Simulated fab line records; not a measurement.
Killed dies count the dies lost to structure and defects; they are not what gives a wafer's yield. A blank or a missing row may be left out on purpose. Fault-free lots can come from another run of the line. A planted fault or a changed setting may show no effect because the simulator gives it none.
A lot that was struck, set against a sound lot / flow sfq-line / 15 steps out of a route of 325
Sound: these wafers, L492.1, L492.4, L492.5. Struck: wafer L501.4; the same lot's L501.2 was not struck, so it is left out; see the end for the cause.
For every step that has rows: the tool of each side, followed by ch and its chambers, followed by its first start. Under that, the readings that differ: sound wafers / struck wafers / difference of the means / sigmas: that difference in standard deviations of wafers without a fault.
alike: same words and numbers on both sides, and readings whose means sit less than 2 such deviations apart. not compared: any withheld reading, any reading some wafer has no value for, any bound like >300 that may hide the same value, and any number with overlapping values for which the record gives no deviation.
Wherever a step has rows on one side only, a row that says differs or no value, or a row with sigmas, the two part there. Numbers that don't overlap but have no deviation are shown without sigmas and don't part them. Lack of a reading on every wafer of one side parts them only where that side has two or more wafers.

first, 1 step without rows for these wafers: SFQ_TRILAYER_M1_STRIP_SOLV_CLEAN_044 (cleans in NMP, time 600 s).
SFQ_TRILAYER_I1_DEP_PECVD_045: deposits SiO2 from SiH4/N2O, time 111.11 s, target thk 500 nm.
  sound on pecvd-04 ch 0,1, day 26 18:01; struck on pecvd-02 ch 1, day 27 10:56
  alike: chamber-pressure-Torr, heater-power-w, throttle-valve-pct
SFQ_TRILAYER_I1_CMP_CMP_046: polishes SiO2.
  sound on cmp-01 ch 2,3, day 26 18:05; struck on cmp-01 ch 2, day 27 15:05
reading=time-to-endpoint-s (s); sound=208 205 207; struck=228; difference=+21; sigmas=+3
  alike: motor-current-A, slurry-flow-ml-min
SFQ_I1_BOW_MEAS_912:
  sound on film-metro-04, day 26 21:05; struck on film-metro-04, day 27 18:07
reading=I1_BOW (um); sound=3 -5 -4; struck=20; difference=+22; sigmas=+3
SFQ_TRILAYER_I1_METRO_MEASURE_047:
  sound on film-metro-04, day 26 21:13; struck on film-metro-04, day 27 18:25
  alike: thk-nm
then, 6 steps without rows for these wafers: SFQ_TRILAYER_I1_VIA_LITHO_COAT_054 (resist thk 62 nm); SFQ_TRILAYER_I1_VIA_LITHO_COAT_049 (resist thk 650 nm); SFQ_TRILAYER_I1_VIA_LITHO_SOFTBAKE_053; SFQ_TRILAYER_I1_VIA_LITHO_EXPOSE_050 (exposes mask I1, target cd 500 nm); SFQ_TRILAYER_I1_VIA_LITHO_PEB_052 (peb time 60 s); SFQ_TRILAYER_I1_VIA_LITHO_DEVELOP_051 (time 60 s).
-- the record jumps here: 7 days lie between the struck wafers' starts before and after --
SFQ_I1_OVL_MEAS_913:
  sound on overlay-01, day 33 13:04; struck on overlay-01, day 34 07:11
  alike: I1_OVL
SFQ_TRILAYER_I1_VIA_BARC_OPEN_VIA_ETCH_071: etches BARC in O2, target depth 125 nm, time 41.7 s.
  sound on rie-diel-04 ch 0,1,2, day 33 13:06; struck on rie-diel-04 ch 1, day 34 07:13
reading=oes-product-au (a.u.); sound=0.692 0.687 0.689; struck=0.627; difference=-0.062; sigmas=-12
reading=run-length-s (s); sound=70.1 69.8 69.8; struck=78.8; difference=+8.9; sigmas=+23
reading=model.KrF_of_TRILAYER_I1_VIA_LITHO_COAT_049.thk-nm (nm); sound=573.5 574.1 577.8; struck=564.9; difference=-10.2; sigmas=
  alike: drypump-motor-current-A
  not compared: rf-hours-counter-h
SFQ_TRILAYER_I1_VIA_ETCH_VIA_ETCH_052: etches SiO2 in CHF3, stops on Nb, target depth 260 nm.
  sound on rie-diel-04 ch 0,1,2, day 33 13:08; struck on rie-diel-04 ch 1, day 34 07:16
reading=model.KrF_of_TRILAYER_I1_VIA_LITHO_COAT_049.thk-nm (nm); sound=528.2 527.9 533.9; struck=520.1; difference=-9.9; sigmas=
  alike: drypump-motor-current-A, oes-product-au
SFQ_TRILAYER_I1_VIA_STRIP_STRIP_053: strips in O2.
  sound on rie-metal-04 ch 0, day 33 13:15; struck on rie-metal-03 ch 1, day 34 07:23
  alike: drypump-motor-current-A, oes-product-au
  not compared: rf-hours-counter-h

## WHERE THEY PART
At SFQ_TRILAYER_I1_CMP_CMP_046 first; at SFQ_TRILAYER_I1_VIA_BARC_OPEN_VIA_ETCH_071 last (within this record only). Later steps at which nothing parts them and some readings are alike: SFQ_TRILAYER_I1_VIA_ETCH_VIA_ETCH_052, SFQ_TRILAYER_I1_VIA_STRIP_STRIP_053.

WHY: what the simulator had put in
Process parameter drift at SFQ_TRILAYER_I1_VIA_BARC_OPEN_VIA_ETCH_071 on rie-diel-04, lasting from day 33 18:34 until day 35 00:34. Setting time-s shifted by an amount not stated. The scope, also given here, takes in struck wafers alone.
